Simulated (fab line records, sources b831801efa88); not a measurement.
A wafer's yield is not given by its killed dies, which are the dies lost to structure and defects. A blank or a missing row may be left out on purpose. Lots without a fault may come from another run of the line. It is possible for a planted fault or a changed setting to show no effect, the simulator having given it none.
A single fault, viewed from 2 desks    flow gf180mcu    each desk holds nothing but its own numbers, with what lay behind them at the end

== TOOL OWNER'S DESK, pvdSputter-04 ==
The tool's own readings at GF_CONTACT_SPUTTER_22 (material Ti, target thk 15 nm, time 80.02 s): means of the sampled wafers that have a number, for each lot that ran on this tool. Any lot whose mean is over 4 standard deviations away from the usual mean is out of limits and marked OUT; that distance is given in the brackets.
Columns: A = chamberPressurePa at GF_CONTACT_SPUTTER_22, usual 5.000 Pa; B = throttleValvePct at GF_CONTACT_SPUTTER_22, usual 29.5 %
lot   first seen here  A      B
L747  day 18 04:16     4.992  29.6
L749  day 19 05:28     4.995  30.3
L753  day 21 09:39     5.000  30.4
L763  day 23 17:23     4.999  30.3
This desk found nothing out of limits on any of the 4 lots.

== AT THE METROLOGY DESK ==
Lot by lot, what the gauges showed, no matter which tool ran the lot: averages of those sampled wafers that carry a number. Any lot whose mean is over 4 standard deviations away from the usual mean is out of limits and marked OUT; that distance is given in the brackets.
Columns: A = HV_LDD_3_TW at GF_HV_LDD_TW_MEAS_38, usual 1442; B = HV_LDD_RS at GF_HV_LDD_RS_MEAS_53, usual 418.7 ohm/sq; C = CONTACT_W_RS at GF_CONTACT_RS_MEAS_25, usual 0.385 ohm/sq
lot   first seen here  A     B      C
L741  day 11 15:34     1399  417.7  0.382
L742  day 11 22:46     1460  418.4  0.382
L743  day 12 01:53     1453  420.2  0.384
L744  day 12 19:52     1407  418.7  0.382
L745  day 13 02:44     1406  419.6  0.382
L747  day 13 08:24     1408  420.7  0.387
L749  day 14 06:44     1448  417.4  0.389
L752  day 15 06:26     1473  418.2  0.384
L754  day 15 15:50     1416  417.6  0.384
L753  day 16 04:16     1463  419.1  0.384
L763  day 18 13:15     1424  418.1  0.377
L764  day 19 02:56     1476  419.6  0.389
This desk found nothing out of limits on any of the 12 lots.

== TAKEN TOGETHER ==
The tool owner's desk saw nothing out of limits.
Metrology desk: nothing out of limits seen.

== WHAT THE SIMULATOR HAD INSERTED ==
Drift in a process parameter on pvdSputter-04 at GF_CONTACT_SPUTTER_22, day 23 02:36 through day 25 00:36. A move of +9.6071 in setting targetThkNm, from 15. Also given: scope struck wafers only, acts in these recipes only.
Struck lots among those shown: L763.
